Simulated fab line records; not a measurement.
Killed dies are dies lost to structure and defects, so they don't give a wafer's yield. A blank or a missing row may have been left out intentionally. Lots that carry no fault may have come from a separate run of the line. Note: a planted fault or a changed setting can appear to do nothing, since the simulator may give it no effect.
Chamber matching | flow gf180mcu | GF_V3_CMP_26 on cmp-01: 4 sister chambers
The step polishes, stops on SiO2, t overpolish 15 s, target thk 0 nm. 4 wafers are shown with their chamber, then 9 later ones without.

== WAFERS, EACH WITH ITS CHAMBER ==
wafer  | chamber | motorCurrentA (A)
L615.4 | 3       | 12.2
L616.1 | 2       | 12.2
L616.2 | 0       | 9.7
L616.4 | 1       | 10.6

== WAFERS WHOSE CHAMBER IS MISSING ==
wafer  | motorCurrentA (A)
L622.1 | 12.8
L622.3 | 10.1
L622.6 | 10.2
L628.1 | 9.8
L628.2 | 10.2
L628.6 | 12.2
L631.3 | 10.6
L631.4 | 12.5
L631.6 | 12.5

== THE CHAMBER EACH PASSED THROUGH ==
wafer  | from the rows above     | in truth
L622.1 | can't be placed: 2 or 3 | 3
L622.3 | can't be placed: 0 or 1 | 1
L622.6 | can't be placed: 1 or 0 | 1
L628.1 | 0                       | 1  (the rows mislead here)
L628.2 | can't be placed: 1 or 0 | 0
L628.6 | can't be placed: 2 or 3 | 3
L631.3 | 1                       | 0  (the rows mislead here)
L631.4 | can't be placed: 2 or 3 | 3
L631.6 | can't be placed: 2 or 3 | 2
Placed correctly: 0 of 9. Can't be placed from these rows: 7 (the true chamber is among the candidates in 7). Placed wrongly: 2.
How it was worked out, from the rows above alone: a wafer's distance from a chamber is the root of the sum, over the readings, of the square of ((its reading less the chamber's mean) divided by the reading's scatter). If the next closest chamber is less than 2 further off than the closest, the wafer can't be placed; otherwise it belongs to the closest. Each chamber's mean is taken over the wafers shown for it. The scatter: root of mean squared gap, hidden wafer to nearest shown wafer, with one shown wafer a chamber.
